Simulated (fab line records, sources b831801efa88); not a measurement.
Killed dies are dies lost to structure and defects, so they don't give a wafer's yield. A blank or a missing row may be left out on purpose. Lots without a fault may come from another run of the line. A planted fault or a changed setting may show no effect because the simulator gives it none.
fab line records | flow gf180mcu
record lots=6 wafers=18 last_day=34
route steps=602 shown HV_LDD@199
lots that met no fault: from a run of the same line without faults
start_h: hours from the record's first day to the start of the lot's first wafer shown | wait_h: hours since the lot's step before | " the same as in the row above | L1.1+2: a row that stands for several wafers | - no value, or no start given | * or withheld: withheld | < > ~ a bound
route shown NAME@n: a module of which the file shows steps, and the number in the route of the first | usual: mean/standard deviation of fault-free wafers | same: alike in all rows | chamber/n: place in a boat | sites: the reading at each site | _std_site: their standard deviation | _edge_site: outer sites' mean less inner sites' | radius_mm: how far each site lies from the wafer's centre | mask NAME#n: copy n | behind: the tool/chamber that last shaped the wafer | hold: why the lot was held/for how many hours/how that ended | device: the transistor (n, p or np) that didn't switch | end of line: the same wafers' tests at the end of the route | a step without rows: its recipe alone | killed: dies lost to structure and defects at the first sort, not the wafer's yield | map: a wafer's dies, x killed, . not, _ none there
set.NAME: the setting as run; set.NAME@STEP: as run at that earlier step | model.NAME: the simulator's own value behind a step, which no gauge read
lots at some steps of the route; a table a step, a row a wafer
services: from which hour (start_h, from the record's first day; less than 0 if before it) a tool's chamber was out of use, for how many hours, and why
## steps
# step GF_HV_LDD_TW_MEAS_23
# usual HV_LDD_2_TW=1059/7
# columns lot.wafer tool chamber start_h wait_h HV_LDD_2_TW
L500.1 film_metro-01 - 235.53 0.1 1045
L500.3 " - " " 1044
L500.5 " - " " 1041
L510.3 film_metro-04 - 311.66 0.1 1059
L510.4 " - " " 1059
L510.6 " - " " 1059
L518.3 film_metro-02 - 367.60 0.1 1063
L518.5 " - " " 1072
L518.6 " - " " 1068
L520.2 film_metro-04 - 388.84 0.1 1064
L520.4 " - " " 1062
L520.5 " - " " 1060
L521.4 film_metro-04 - 394.67 0.1 1066
L521.5 " - " " 1057
L521.6 " - " " 1061
L522.1 film_metro-04 - 398.74 0.1 1062
L522.2 " - " " 1062
L522.4 " - " " 1062
# step GF_HV_LDD_DEHYDRATE_24
# recipe temp_c=200 time_s=60
# step GF_HV_LDD_HMDS_25
# recipe prime_time_s=60 prime_temp_c=120
# step GF_HV_LDD_COAT_26
# recipe resist=NOVOLAK spin_rpm=3000 resist_thk_nm=1000
# step GF_HV_LDD_SOFTBAKE_27
# recipe temp_c=90 time_s=60 resist=NOVOLAK
# step GF_HV_LDD_EXPOSE_28
# recipe mask_id=Nplus_HV_AREA target_cd_nm=400 na=0.6 source_shape=conventional sigma_outer=0.6 dose_mj=140
# step GF_HV_LDD_PEB_29
# recipe temp_c=withheld time_s=* resist=NOVOLAK
# step GF_HV_LDD_DEVELOP_30
# recipe develop_time_s=60 dev_temp_c=23
# step GF_HV_LDD_CD_MEAS_31
# recipe target_cd_nm=400
# usual cd_nm=400.3/1.8
# columns lot.wafer tool chamber start_h wait_h cd_nm
L500.1 cd_sem-01 - 253.58 0.1 399.7
L500.3 " - " " 399.7
L500.5 " - " " 402.0
L510.3 cd_sem-02 - 332.86 0.1 399.8
L510.4 " - " " 400.1
L510.6 " - " " 401.2
L518.3 cd_sem-02 - 390.12 0.1 400.9
L518.5 " - " " 399.1
L518.6 " - " " 399.5
L520.2 cd_sem-02 - 411.60 0.1 398.1
L520.4 " - " " 398.8
L520.5 " - " " 398.6
L521.4 cd_sem-02 - 418.64 0.1 401.9
L521.5 " - " " 399.3
L521.6 " - " " 399.4
L522.1 cd_sem-02 - 422.37 0.1 398.1
L522.2 " - " " 399.7
L522.4 " - " " 400.3
# step GF_HV_LDD_OVL_MEAS_32
# usual HV_LDD_02_OVL=-0.6/1.4
# columns lot.wafer tool chamber start_h wait_h HV_LDD_02_OVL[nm]
L500.1 overlay-01 - 253.70 0.1 0.9
L500.3 " - " " 0.8
L500.5 " - " " 0.9
L510.3 overlay-01 - 332.95 0.1 -0.4
L510.4 " - " " 0.7
L510.6 " - " " 0.6
L518.3 overlay-02 - 390.21 0.1 -1.0
L518.5 " - " " 0.4
L518.6 " - " " -0.1
L520.2 overlay-02 - 411.71 0.1 -2.1
L520.4 " - " " -3.0
L520.5 " - " " -1.6
L521.4 overlay-02 - 418.71 0.1 -2.0
L521.5 " - " " -3.1
L521.6 " - " " -2.7
L522.1 overlay-02 - 422.49 0.1 -0.9
L522.2 " - " " -1.1
L522.4 " - " " -1.5
# step GF_HV_LDD_IMPLANT_33
# recipe species=P energy_kev=60 dose_cm2=7.5e+12 tilt_deg=30 rotation_deg=0
# step GF_HV_LDD_IMPLANT_34
# recipe species=P energy_kev=60 dose_cm2=7.5e+12 tilt_deg=30 rotation_deg=90
# step GF_HV_LDD_IMPLANT_35
# recipe species=P energy_kev=60 dose_cm2=7.5e+12 tilt_deg=30 rotation_deg=180
# usual dose_ions_cm2=7.502e+12/7.9e+09 tilt_deg=29.996/0.019
# columns lot.wafer tool chamber start_h wait_h dose_ions_cm2 tilt_deg
L500.1 implanter-04 0 254.03 0.1 7.497e+12 29.979
L500.3 " 0 " " 7.51e+12 30.011
L500.5 " 0 " " 7.506e+12 29.986
L510.3 implanter-03 0 333.33 0.1 7.511e+12 30.002
L510.4 " 0 " " 7.499e+12 29.999
L510.6 " 0 " " 7.508e+12 30.020
L518.3 implanter-03 0 390.58 0.1 7.497e+12 0.002
L518.5 " 0 " " 7.499e+12 0.002
L518.6 " 0 " " 7.518e+12 0.007
L520.2 implanter-03 0 412.06 0.1 7.502e+12 -0.008
L520.4 " 0 " " 7.503e+12 -0.014
L520.5 " 0 " " 7.495e+12 -0.009
L521.4 implanter-04 0 419.11 0.1 7.503e+12 29.963
L521.5 " 0 " " 7.499e+12 29.962
L521.6 " 0 " " 7.505e+12 29.968
L522.1 implanter-04 0 422.83 0.1 7.494e+12 29.990
L522.2 " 0 " " 7.495e+12 30.001
L522.4 " 0 " " 7.497e+12 29.967
# step GF_HV_LDD_IMPLANT_36
# recipe species=P energy_kev=60 dose_cm2=7.5e+12 tilt_deg=30 rotation_deg=270
# step GF_HV_LDD_STRIP_37
# recipe chemistry=O2/N2 power_w=1400 pressure_mtorr=1500 platen_temp_c=250 o2_flow_sccm=3000 n2_flow_sccm=300 overash_fraction=0.5
# usual drypump_motor_current_A=5.5/0.5 heater_power_w=336/25 oes_product_au=0.716/0.0048 strip_time_to_endpoint_s=12.63/0.031
# columns lot.wafer tool chamber start_h wait_h drypump_motor_current_A heater_power_w oes_product_au rf_hours_counter_h strip_time_to_endpoint_s
L500.1 plasma_asher-03 1 254.33 0.1 5.3 370 0.720 62 12.67
L500.3 " 1 " " 5.4 358 0.716 - 12.69
L500.5 " 0 " " 6.6 305 0.725 - 12.65
L510.3 plasma_asher-04 0 333.62 0.1 5.4 350 0.722 - 12.58
L510.4 " 1 " " 5.3 367 0.711 - 12.56
L510.6 " 1 " " 5.3 368 0.709 - 12.57
L518.3 plasma_asher-03 0 390.86 0.1 6.6 304 0.723 - 12.62
L518.5 " 0 " " 6.6 305 0.711 - 12.65
L518.6 " 1 " " 5.4 361 0.719 - 12.63
L520.2 plasma_asher-02 1 412.34 0.1 5.2 313 0.715 59 12.64
L520.4 " 1 " " 5.2 313 0.719 - 12.65
L520.5 " 1 " " 5.2 310 0.716 - 12.64
L521.4 plasma_asher-03 0 419.36 0.1 6.5 311 0.711 - 12.64
L521.5 " 1 " " 5.4 356 0.725 - 12.61
L521.6 " 0 " " 6.5 303 0.714 - 12.61
L522.1 plasma_asher-02 1 423.13 0.1 5.2 304 0.720 60 12.60
L522.2 " 0 " " 5.2 345 0.724 60 12.64
L522.4 " 0 " " 5.2 336 0.720 - 12.63
# step GF_HV_LDD_TW_MEAS_38
# usual HV_LDD_3_TW=1440/9.2
# columns lot.wafer tool chamber start_h wait_h HV_LDD_3_TW
L500.1 film_metro-01 - 254.43 0.1 1424
L500.3 " - " " 1422
L500.5 " - " " 1422
L510.3 film_metro-01 - 333.71 0.1 1430
L510.4 " - " " 1434
L510.6 " - " " 1429
L518.3 film_metro-02 - 390.95 0.1 1422
L518.5 " - " " 1420
L518.6 " - " " 1414
L520.2 film_metro-04 - 412.45 0.1 1406
L520.4 " - " " 1415
L520.5 " - " " 1412
L521.4 film_metro-04 - 419.46 0.1 1443
L521.5 " - " " 1441
L521.6 " - " " 1444
L522.1 film_metro-02 - 423.23 0.1 1441
L522.2 " - " " 1438
L522.4 " - " " 1444
# step GF_HV_LDD_DEHYDRATE_39
# recipe temp_c=200 time_s=60
# step GF_HV_LDD_HMDS_40
# recipe prime_time_s=60 prime_temp_c=120
# step GF_HV_LDD_COAT_41
# recipe resist=NOVOLAK spin_rpm=3000 resist_thk_nm=1000
# step GF_HV_LDD_SOFTBAKE_42
# recipe temp_c=90 time_s=60 resist=NOVOLAK
# step GF_HV_LDD_EXPOSE_43
# recipe mask_id=Pplus_HV_AREA target_cd_nm=400 na=0.6 source_shape=conventional sigma_outer=0.6 dose_mj=140
# step GF_HV_LDD_PEB_44
# recipe temp_c=withheld time_s=* resist=NOVOLAK
# step GF_HV_LDD_DEVELOP_45
# recipe develop_time_s=60 dev_temp_c=23
# step GF_HV_LDD_CD_MEAS_46
# recipe target_cd_nm=400
# usual cd_nm=400.3/2.4
# columns lot.wafer tool chamber start_h wait_h cd_nm
L500.1 cd_sem-02 - 272.48 0.1 403.7
L500.3 " - " " 404.3
L500.5 " - " " 403.0
L510.3 cd_sem-02 - 354.11 0.1 400.4
L510.4 " - " " 399.9
L510.6 " - " " 398.3
L518.3 cd_sem-01 - 414.66 0.1 400.0
L518.5 " - " " 401.4
L518.6 " - " " 401.8
L520.2 cd_sem-02 - 435.94 0.1 400.3
L520.4 " - " " 395.9
L520.5 " - " " 403.1
L521.4 cd_sem-01 - 444.04 0.1 395.7
L521.5 " - " " 395.9
L521.6 " - " " 396.5
L522.1 cd_sem-02 - 447.52 0.1 397.0
L522.2 " - " " 394.6
L522.4 " - " " 394.5
# step GF_HV_LDD_OVL_MEAS_47
# usual HV_LDD_03_OVL=-1.5/1.2
# columns lot.wafer tool chamber start_h wait_h HV_LDD_03_OVL[nm]
L500.1 overlay-01 - 272.60 0.1 -0.7
L500.3 " - " " -0.1
L500.5 " - " " 0.0
L510.3 overlay-01 - 354.20 0.1 -0.8
L510.4 " - " " -1.6
L510.6 " - " " 0.0
L518.3 overlay-01 - 414.75 0.1 -1.9
L518.5 " - " " -1.7
L518.6 " - " " -1.2
L520.2 overlay-02 - 436.04 0.1 -1.7
L520.4 " - " " -1.4
L520.5 " - " " -3.1
L521.4 overlay-01 - 444.12 0.1 -1.8
L521.5 " - " " -2.3
L521.6 " - " " -1.0
L522.1 overlay-01 - 447.64 0.1 -2.6
L522.2 " - " " -2.5
L522.4 " - " " -1.4
# step GF_HV_LDD_IMPLANT_48
# recipe species=B energy_kev=25 dose_cm2=3e+13 tilt_deg=7
# step GF_HV_LDD_STRIP_49
# recipe chemistry=O2/N2 power_w=1400 pressure_mtorr=1500 platen_temp_c=250 o2_flow_sccm=3000 n2_flow_sccm=300 overash_fraction=0.5
# usual drypump_motor_current_A=5.5/0.45 heater_power_w=335/24 oes_product_au=0.716/0.0046 strip_time_to_endpoint_s=12.64/0.031
# columns lot.wafer tool chamber start_h wait_h drypump_motor_current_A heater_power_w oes_product_au rf_hours_counter_h strip_time_to_endpoint_s
L500.1 plasma_asher-03 1 272.79 0.1 5.4 362 0.710 64 12.68
L500.3 " 1 " " 5.4 364 0.729 - 12.69
L500.5 " 1 " " 5.3 359 0.716 - 12.69
L510.3 plasma_asher-03 0 354.41 0.1 6.6 308 0.717 - 12.66
L510.4 " 1 " " 5.3 364 0.715 - 12.60
L510.6 " 1 " " 5.4 362 0.718 - 12.65
L518.3 plasma_asher-02 0 414.96 0.1 5.2 333 0.721 - 12.64
L518.5 " 1 " " 5.2 304 0.716 - 12.63
L518.6 " 0 " " 5.2 328 0.721 - 12.63
L520.2 plasma_asher-03 0 436.22 0.1 6.5 307 0.716 82 12.64
L520.4 " 1 " " 5.3 364 0.720 - 12.69
L520.5 " 0 " " 6.6 303 0.717 - 12.67
L521.4 plasma_asher-03 0 444.32 0.1 6.5 300 0.712 - 12.66
L521.5 " 1 " " 5.4 353 0.715 - 12.66
L521.6 " 0 " " 6.6 295 0.719 - 12.60
L522.1 plasma_asher-02 0 447.83 0.1 5.2 337 0.722 63 12.63
L522.2 " 1 " " 5.2 307 0.709 63 12.63
L522.4 " 0 " " 5.2 336 0.717 - 12.63
# step GF_HV_LDD_TW_MEAS_50
# usual HV_LDD_4_TW=571.3/2.9
# columns lot.wafer tool chamber start_h wait_h HV_LDD_4_TW
L500.1 film_metro-02 - 272.89 0.1 568.9
L500.3 " - " " 567.8
L500.5 " - " " 570.2
L510.3 film_metro-04 - 354.50 0.1 571.1
L510.4 " - " " 572.7
L510.6 " - " " 569.5
L518.3 film_metro-04 - 415.04 0.1 572.8
L518.5 " - " " 572.6
L518.6 " - " " 574.5
L520.2 film_metro-02 - 436.33 0.1 574.0
L520.4 " - " " 574.1
L520.5 " - " " 572.1
L521.4 film_metro-01 - 444.42 0.1 570.4
L521.5 " - " " 565.6
L521.6 " - " " 568.1
L522.1 film_metro-01 - 447.93 0.1 570.7
L522.2 " - " " 567.8
L522.4 " - " " 571.3
# step GF_HV_LDD_CLEAN_51
# recipe chemistry=SC1/SC2 mix=1:4:20 temp_c=70 time_s=150 dry=n2_spin
# step GF_HV_LDD_RTA_52
# recipe temp_c=1000 time_s=10 ambient=N2
# usual anneal_temp_c_max=1006.6/1.5 lamp_power_pct=34/3.4 wafer_temp_C_max=1006.8/1.8
# columns lot.wafer tool chamber start_h wait_h anneal_temp_c_max lamp_power_pct wafer_temp_C_max
L500.1 rtp_anneal-02 0 273.00 0.0 1005.9 29 1005.2
L500.3 " 0 " " 1006.6 29 1005.4
L500.5 " 0 " " 1006.5 29 1004.8
L510.3 rtp_anneal-02 0 354.61 0.0 1008.1 29 1003.9
L510.4 " 0 " " 1009.1 29 1004.8
L510.6 " 0 " " 1006.3 29 1005.0
L518.3 rtp_anneal-01 0 415.16 0.0 1006.5 36 1005.4
L518.5 " 0 " " 1004.7 36 1007.5
L518.6 " 0 " " 1004.8 36 1004.5
L520.2 rtp_anneal-01 0 436.45 0.0 1006.0 36 1006.3
L520.4 " 0 " " 1004.1 36 1006.4
L520.5 " 0 " " 1004.8 36 1006.9
L521.4 rtp_anneal-01 0 444.53 0.0 1006.7 36 1006.5
L521.5 " 0 " " 1006.4 36 1008.5
L521.6 " 0 " " 1006.1 36 1007.1
L522.1 rtp_anneal-02 0 448.05 0.0 1010.7 29 1004.2
L522.2 " 0 " " 1006.7 29 1004.9
L522.4 " 0 " " 1008.3 29 1004.4
# step GF_HV_LDD_RS_MEAS_53
# recipe thk_meas_gauge=four-point-probe
# usual HV_LDD_RS=418.4/0.86
# columns lot.wafer tool chamber start_h wait_h HV_LDD_RS[ohm/sq]
L500.1 film_metro-01 - 273.07 0.1 418.8
L500.3 " - " " 417.9
L500.5 " - " " 418.6
L510.3 film_metro-02 - 354.69 0.1 418.6
L510.4 " - " " 418.0
L510.6 " - " " 417.7
L518.3 film_metro-02 - 415.24 0.1 374.6
L518.5 " - " " 373.6
L518.6 " - " " 375.0
L520.2 film_metro-04 - 436.53 0.1 374.4
L520.4 " - " " 374.3
L520.5 " - " " 375.1
L521.4 film_metro-04 - 444.62 0.1 418.4
L521.5 " - " " 419.1
L521.6 " - " " 418.7
L522.1 film_metro-02 - 448.11 0.1 418.3
L522.2 " - " " 417.8
L522.4 " - " " 418.8
# step GF_HV_LDD_CVD_54
# recipe material=SiO2 target_thk_nm=10 precursor=TEOS temp_c=680 time_s=75 pressure_mtorr=400
## services
# columns tool chamber start_h hours kind
implanter-04 - 247.15 6.3 repair
implanter-03 - 255.84 2.9 repair
implanter-03 - 266.04 1.8 repair
implanter-04 - 279.37 15.0 pm
implanter-04 - 317.06 0.6 repair
plasma_asher-02 - 332.62 8.7 repair
implanter-04 - 340.01 4.4 pm
implanter-03 - 350.81 3.8 pm
implanter-04 - 404.15 3.2 repair
rtp_anneal-01 - 410.60 4.0 pm
plasma_asher-04 - 421.25 9.0 pm
plasma_asher-04 0 421.25 9.0 vent_cycle
plasma_asher-04 1 421.25 9.0 vent_cycle
plasma_asher-04 0 430.25 - clean
plasma_asher-04 1 430.25 - clean
## key
first_sign step=GF_HV_LDD_IMPLANT_35 reading=tilt_deg direction=down sigmas=99+ usual=29.996 struck=-0.003
effect step=GF_HV_LDD_TW_MEAS_38 reading=HV_LDD_3_TW direction=down sigmas=2.8 usual=1440 struck=1415
effect step=GF_HV_LDD_RS_MEAS_53 reading=HV_LDD_RS direction=down sigmas=51 usual=418.4 struck=374.5
met_at GF_HV_LDD_IMPLANT_35
struck_wafers L518.3,L518.5,L518.6,L520.2,L520.4,L520.5
rows_end L518.3,L518.5,L518.6,L520.2,L520.4,L520.5
onset_between 333.33 390.58
fault kind=process_parameter_drift tool=implanter-03 chamber=- onset_h=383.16 steps=GF_HV_LDD_IMPLANT_35 channel=tilt_deg offset=-30 shape=step end_h=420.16 acts_in=these_recipes_only stated=30
# rows_end: these wafers met a further fault down the route, and their rows from its step on are left out
